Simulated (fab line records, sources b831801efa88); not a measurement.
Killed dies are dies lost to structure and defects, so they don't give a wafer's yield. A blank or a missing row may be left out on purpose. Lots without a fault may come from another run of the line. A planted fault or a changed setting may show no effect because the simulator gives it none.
Which tool did it? | flow sky130 | 24 lots, 72 wafers sampled, at 5 steps of a route of 708

WHAT THE GAUGES READ, wafer by wafer
SKY_FIELD_ISO_THK_MEAS_02.
lot  | measured    | on            | FIELD_ISO_OXIDATION_00_THK (nm)
L074 | day 1 11:38 | film_metro-01 | 11.97 11.72 11.84
L075 | day 1 16:38 | film_metro-02 | 11.62 11.57 11.63
L076 | day 1 21:38 | film_metro-02 | 11.63 11.49 11.67
L077 | day 2 02:40 | film_metro-02 | 12.00 12.12 11.86
L078 | day 2 07:40 | film_metro-01 | 12.06 12.03 11.85
L079 | day 2 12:38 | film_metro-02 | 11.65 11.54 11.69
L080 | day 2 17:39 | film_metro-01 | 12.11 12.21 12.37
L081 | day 2 22:38 | film_metro-03 | 11.80 11.70 11.81
L082 | day 3 03:38 | film_metro-01 | 11.96 12.00 11.91
L083 | day 3 08:38 | film_metro-01 | 12.08 12.04 12.33
L084 | day 3 13:38 | film_metro-01 | 12.16 12.28 12.21
L085 | day 3 19:40 | film_metro-01 | 11.93 11.84 11.60
L086 | day 4 00:05 | film_metro-02 | 11.51 11.57 11.59
L087 | day 4 04:40 | film_metro-02 | 12.24 12.00 12.00
L088 | day 4 09:38 | film_metro-02 | 11.97 11.85 11.96
L089 | day 4 14:38 | film_metro-03 | 11.85 11.80 11.59
L090 | day 4 19:42 | film_metro-02 | 12.01 11.96 12.21
L091 | day 5 01:58 | film_metro-02 | 11.96 11.97 12.20
L092 | day 5 06:02 | film_metro-02 | 12.30 12.11 12.22
L093 | day 5 10:38 | film_metro-02 | 12.07 12.18 12.15
L094 | day 5 15:38 | film_metro-03 | 11.78 11.60 11.70
L095 | day 5 21:58 | film_metro-03 | 12.01 12.22 12.17
L096 | day 6 01:54 | film_metro-03 | 11.92 11.92 12.08
L097 | day 6 08:47 | film_metro-03 | 12.05 12.24 12.12

SKY_METAL1_THK_MEAS_06: measures by xrf.
lot  | measured     | on            | METAL1_ALCU_THK (nm)
L074 | day 30 20:29 | film_metro-02 | 246 248 246
L075 | day 31 13:50 | film_metro-01 | 246 243 243
L076 | day 32 03:45 | film_metro-01 | 252 253 249
L077 | day 32 06:24 | film_metro-02 | 250 247 254
L078 | day 32 14:28 | film_metro-02 | 252 246 245
L079 | day 33 05:37 | film_metro-02 | 254 252 254
L080 | day 33 21:40 | film_metro-02 | 251 252 249
L081 | day 33 22:34 | film_metro-02 | 256 250 251
L082 | day 34 01:25 | film_metro-01 | 252 243 251
L083 | day 35 04:34 | film_metro-01 | 252 256 258
L084 | day 35 10:02 | film_metro-01 | 248 248 252
L085 | day 35 10:49 | film_metro-02 | 250 239 247
L086 | day 36 00:30 | film_metro-01 | 247 247 247
L087 | day 35 19:54 | film_metro-02 | 243 244 247
L088 | day 36 01:40 | film_metro-04 | 250 249 249
L089 | day 36 12:23 | film_metro-01 | 251 254 252
L090 | day 36 20:16 | film_metro-04 | 248 241 244
L091 | day 37 08:50 | film_metro-02 | 246 246 251
L092 | day 37 16:26 | film_metro-01 | 249 253 250
L093 | day 37 18:41 | film_metro-02 | 243 254 254
L094 | day 38 00:21 | film_metro-01 | 248 246 244
L095 | day 38 08:08 | film_metro-02 | 243 246 248
L096 | day 38 15:22 | film_metro-01 | 247 248 252
L097 | day 39 00:10 | film_metro-04 | 251 252 242

SKY_VIA3_THK_MEAS_23: measures by xrf.
lot  | measured     | on            | VIA3_W_THK (nm)
L074 | day 39 05:50 | film_metro-04 | 379 382 382
L075 | day 39 19:41 | film_metro-04 | 379 387 383
L076 | day 40 07:19 | film_metro-01 | 378 378 377
L077 | day 40 11:12 | film_metro-01 | 378 380 385
L078 | day 40 17:21 | film_metro-03 | 387 389 384
L079 | day 41 07:29 | film_metro-01 | 373 378 376
L080 | day 41 21:49 | film_metro-04 | 381 377 379
L081 | day 42 00:32 | film_metro-04 | 376 380 379
L082 | day 42 01:52 | film_metro-01 | 379 375 376
L083 | day 43 00:34 | film_metro-01 | 366 365 367
L084 | day 43 03:59 | film_metro-01 | 371 364 372
L085 | day 43 05:56 | film_metro-01 | 370 372 377
L086 | day 43 15:55 | film_metro-01 | 370 379 374
L087 | day 43 12:01 | film_metro-01 | 364 368 360
L088 | day 43 18:24 | film_metro-04 | 383 382 374
L089 | day 44 02:53 | film_metro-03 | 371 375 382
L090 | day 44 11:12 | film_metro-03 | 370 377 383
L091 | day 44 19:44 | film_metro-04 | 384 376 383
L092 | day 45 01:14 | film_metro-04 | 381 381 383
L093 | day 45 02:01 | film_metro-01 | 377 372 379
L094 | day 45 06:47 | film_metro-03 | 396 390 395
L095 | day 45 13:04 | film_metro-03 | 372 371 372
L096 | day 45 18:41 | film_metro-03 | 385 388 390
L097 | day 46 04:26 | film_metro-03 | 374 371 369

WHICH TOOL RAN EACH LOT (tool, then ch and the chambers of the sampled wafers, then the start)
lot  | SKY_CONTACT_CVD_24            | SKY_METAL1_SPUTTER_04
L074 | cvd_w-01 ch 0,1, day 30 19:38 | pvd_sputter-04, day 30 20:19
L075 | cvd_w-01 ch 0,1, day 31 12:59 | pvd_sputter-02, day 31 13:40
L076 | cvd_w-02 ch 0,1, day 32 02:54 | pvd_sputter-01, day 32 03:35
L077 | cvd_w-02 ch 0,1, day 32 05:34 | pvd_sputter-04, day 32 06:12
L078 | cvd_w-01 ch 0,1, day 32 13:38 | pvd_sputter-04, day 32 14:16
L079 | cvd_w-01 ch 0,1, day 33 04:46 | pvd_sputter-01, day 33 05:26
L080 | cvd_w-02 ch 0,1, day 33 20:50 | pvd_sputter-04, day 33 21:28
L081 | cvd_w-02 ch 1, day 33 21:43   | pvd_sputter-02, day 33 22:24
L082 | cvd_w-02 ch 1, day 34 00:34   | pvd_sputter-04, day 34 01:14
L083 | cvd_w-02 ch 0,1, day 35 03:43 | pvd_sputter-01, day 35 04:24
L084 | cvd_w-01 ch 0,1, day 35 09:11 | pvd_sputter-01, day 35 09:52
L085 | cvd_w-02 ch 0,1, day 35 09:58 | pvd_sputter-04, day 35 10:39
L086 | cvd_w-02 ch 0,1, day 35 23:24 | pvd_sputter-02, day 36 00:19
L087 | cvd_w-01 ch 0,1, day 35 19:04 | pvd_sputter-02, day 35 19:42
L088 | cvd_w-01 ch 0,1, day 36 00:49 | pvd_sputter-01, day 36 01:29
L089 | cvd_w-01 ch 0,1, day 36 11:32 | pvd_sputter-01, day 36 12:13
L090 | cvd_w-02 ch 1, day 36 19:25   | pvd_sputter-04, day 36 20:06
L091 | cvd_w-01 ch 0,1, day 37 08:00 | pvd_sputter-01, day 37 08:38
L092 | cvd_w-01 ch 0,1, day 37 15:35 | pvd_sputter-04, day 37 16:16
L093 | cvd_w-01 ch 0,1, day 37 17:50 | pvd_sputter-04, day 37 18:31
L094 | cvd_w-02 ch 0,1, day 37 23:30 | pvd_sputter-02, day 38 00:11
L095 | cvd_w-01 ch 0,1, day 38 07:17 | pvd_sputter-02, day 38 07:58
L096 | cvd_w-01 ch 0,1, day 38 14:31 | pvd_sputter-02, day 38 15:12
L097 | cvd_w-02 ch 0,1, day 38 23:19 | pvd_sputter-04, day 39 00:01
- SKY_CONTACT_CVD_24: deposits W, target thk 340 nm, time 102.12 s.
- SKY_METAL1_SPUTTER_04: material TiN, target thk 70 nm, time 58.3 s.

WHAT THE TOOLS THEMSELVES READ (means of the sampled wafers that have a number; where no wafer has one, the mark that the record gives instead)
SKY_CONTACT_CVD_24.
lot  | tool     | heater_power_w (W)
L074 | cvd_w-01 | 904
L075 | cvd_w-01 | 916
L076 | cvd_w-02 | 847
L077 | cvd_w-02 | 833
L078 | cvd_w-01 | 951
L079 | cvd_w-01 | 911
L080 | cvd_w-02 | 834
L081 | cvd_w-02 | 739
L082 | cvd_w-02 | 744
L083 | cvd_w-02 | 841
L084 | cvd_w-01 | 965
L085 | cvd_w-02 | 930
L086 | cvd_w-02 | 931
L087 | cvd_w-01 | 964
L088 | cvd_w-01 | 917
L089 | cvd_w-01 | 969
L090 | cvd_w-02 | 745
L091 | cvd_w-01 | 966
L092 | cvd_w-01 | 921
L093 | cvd_w-01 | 964
L094 | cvd_w-02 | 941
L095 | cvd_w-01 | 968
L096 | cvd_w-01 | 956
L097 | cvd_w-02 | 935

SKY_METAL1_SPUTTER_04.
lot  | tool           | throttle_valve_pct (%)
L074 | pvd_sputter-04 | 29.4
L075 | pvd_sputter-02 | 30.5
L076 | pvd_sputter-01 | 30.1
L077 | pvd_sputter-04 | 29.5
L078 | pvd_sputter-04 | 29.4
L079 | pvd_sputter-01 | 30.3
L080 | pvd_sputter-04 | 29.5
L081 | pvd_sputter-02 | 30.7
L082 | pvd_sputter-04 | 30.2
L083 | pvd_sputter-01 | 30.0
L084 | pvd_sputter-01 | 30.0
L085 | pvd_sputter-04 | 30.3
L086 | pvd_sputter-02 | 29.7
L087 | pvd_sputter-02 | 30.6
L088 | pvd_sputter-01 | 29.8
L089 | pvd_sputter-01 | 29.9
L090 | pvd_sputter-04 | 29.6
L091 | pvd_sputter-01 | 30.6
L092 | pvd_sputter-04 | 28.7
L093 | pvd_sputter-04 | 30.2
L094 | pvd_sputter-02 | 30.4
L095 | pvd_sputter-02 | 30.3
L096 | pvd_sputter-02 | 29.9
L097 | pvd_sputter-04 | 30.3

THE ANSWER, worked out from the rows above alone
Rule: what is usual is taken from the lots themselves. Put in order of their means at a reading, lots are off if they are a third of the lots or fewer, leave a main group of 4 or more, and stand apart from it by a gap of 3 or more times the standard deviation of the main group's means; of several such gaps the widest counts. A main group whose means are all the same, to the digits that the tables above print for the reading, isn't used. A lot without any number at a reading at which 4 lots or more have one is off too. The other lots that the step has rows for count as sound. The gauges are gone through in route order, then the tools' own readings, and for those a lot's mean is taken as printed above. The first step at which some lot is off is used, and at that step the reading that is off furthest; a lot without a number counts as furthest.
No lot is off at any reading shown: from this, nothing can be told.

WHAT THE SIMULATOR HAD PUT IN
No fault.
